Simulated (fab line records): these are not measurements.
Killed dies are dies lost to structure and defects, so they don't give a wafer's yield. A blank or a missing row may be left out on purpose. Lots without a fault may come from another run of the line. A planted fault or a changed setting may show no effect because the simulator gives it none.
What tool caused it? | flow sky130 | 12 lots, 36 wafers sampled, at 2 steps of a route of 708

WHAT THE GAUGES SHOWED, per wafer
SKY_POLY_CUT_OVL_MEAS_09. Usual: POLY_CUT_OVL typically reads 2 nm, with standard deviation 6.3.
lot  | measured     | on         | POLY_CUT_OVL (nm) | flag
L988 | day 24 00:20 | overlay-01 | -5 0 -4           |
L990 | day 24 23:55 | overlay-02 | -4 -7 -3          |
L991 | day 25 02:52 | overlay-01 | 8 10 4            |
L992 | day 25 19:02 | overlay-01 | 18 13 13          |
L102 | day 29 07:33 | overlay-01 | 0 -2 2            |
L104 | day 29 17:16 | overlay-01 | -4 5 -2           |
L105 | day 30 08:49 | overlay-02 | -2 2 -1           |
L106 | day 31 05:50 | overlay-01 | 12 10 5           |
L108 | day 31 12:56 | overlay-02 | 1 -6 -6           |
L109 | day 31 16:34 | overlay-01 | 7 1 13            |
L110 | day 31 23:56 | overlay-02 | -1 2 0            |
L111 | day 32 02:59 | overlay-01 | 13 15 11          |

TOOL THAT RAN EACH LOT (tool first, then ch and the chambers of the sampled wafers, then the start)
lot  | SKY_LDD_HVP_STRIP_09
L988 | plasma-asher-04 ch 0,1, day 21 06:29
L990 | plasma-asher-04 ch 0,1, day 22 08:20
L991 | plasma-asher-02 ch 0,1, day 22 13:29
L992 | plasma-asher-04 ch 0,1, day 23 03:29
L102 | plasma-asher-04 ch 0, day 26 19:06
L104 | plasma-asher-01 ch 0,1, day 27 05:44
L105 | plasma-asher-02 ch 0,1, day 27 22:14
L106 | plasma-asher-04 ch 0,1, day 28 19:31
L108 | plasma-asher-02 ch 0,1, day 29 02:02
L109 | plasma-asher-02 ch 0,1, day 29 05:56
L110 | plasma-asher-02 ch 0,1, day 29 12:02
L111 | plasma-asher-02 ch 0,1, day 29 16:59
- SKY_LDD_HVP_STRIP_09: strips in O2/N2.

WHAT THE TOOLS THEMSELVES READ (means of the sampled wafers that have a number; where no wafer has one, the mark that the record gives instead)
SKY_LDD_HVP_STRIP_09. Usual: drypump-motor-current-A 6.0 A, standard deviation 0.61; oes-product-au 0.408 a.u., standard deviation 0.0045; strip-time-to-endpoint-s 4.134 s, standard deviation 0.013.
lot  | tool            | drypump-motor-current-A (A) | oes-product-au (a.u.) | strip-time-to-endpoint-s (s) | flag
L988 | plasma-asher-04 | 6.5                         | 0.409                 | 4.124                        |
L990 | plasma-asher-04 | 6.5                         | 0.406                 | 4.131                        |
L991 | plasma-asher-02 | 6.1                         | 0.411                 | 4.140                        |
L992 | plasma-asher-04 | 6.5                         | 0.409                 | 4.134                        |
L102 | plasma-asher-04 | 6.9                         | 0.404                 | 4.128                        |
L104 | plasma-asher-01 | 5.4                         | 0.405                 | 4.137                        |
L105 | plasma-asher-02 | 6.2                         | 0.411                 | 4.137                        |
L106 | plasma-asher-04 | 6.1                         | 0.407                 | 4.111                        |
L108 | plasma-asher-02 | 6.2                         | 0.410                 | 4.132                        |
L109 | plasma-asher-02 | 6.2                         | 0.409                 | 4.133                        |
L110 | plasma-asher-02 | 6.1                         | 0.408                 | 4.149                        |
L111 | plasma-asher-02 | 6.2                         | 0.411                 | 4.123                        |

THE ANSWER, worked out from the rows above alone
Rule: take the mean of a lot's wafers that have a number; if it is more than 3 standard deviations from the usual mean, the lot is off. A lot without any number at a reading at which 4 lots or more have one is off too. Any other lot the step has rows for is counted as sound. After the gauges, taken in route order, come the tools' own readings; for these a lot's mean is taken, as printed above. At the first step where some lot is off, the reading lying furthest off is the one used; lots without a number count as furthest.
Across all readings shown, no lot is off: no conclusion can be drawn from this.

WHAT HAD BEEN PUT IN BY THE SIMULATOR
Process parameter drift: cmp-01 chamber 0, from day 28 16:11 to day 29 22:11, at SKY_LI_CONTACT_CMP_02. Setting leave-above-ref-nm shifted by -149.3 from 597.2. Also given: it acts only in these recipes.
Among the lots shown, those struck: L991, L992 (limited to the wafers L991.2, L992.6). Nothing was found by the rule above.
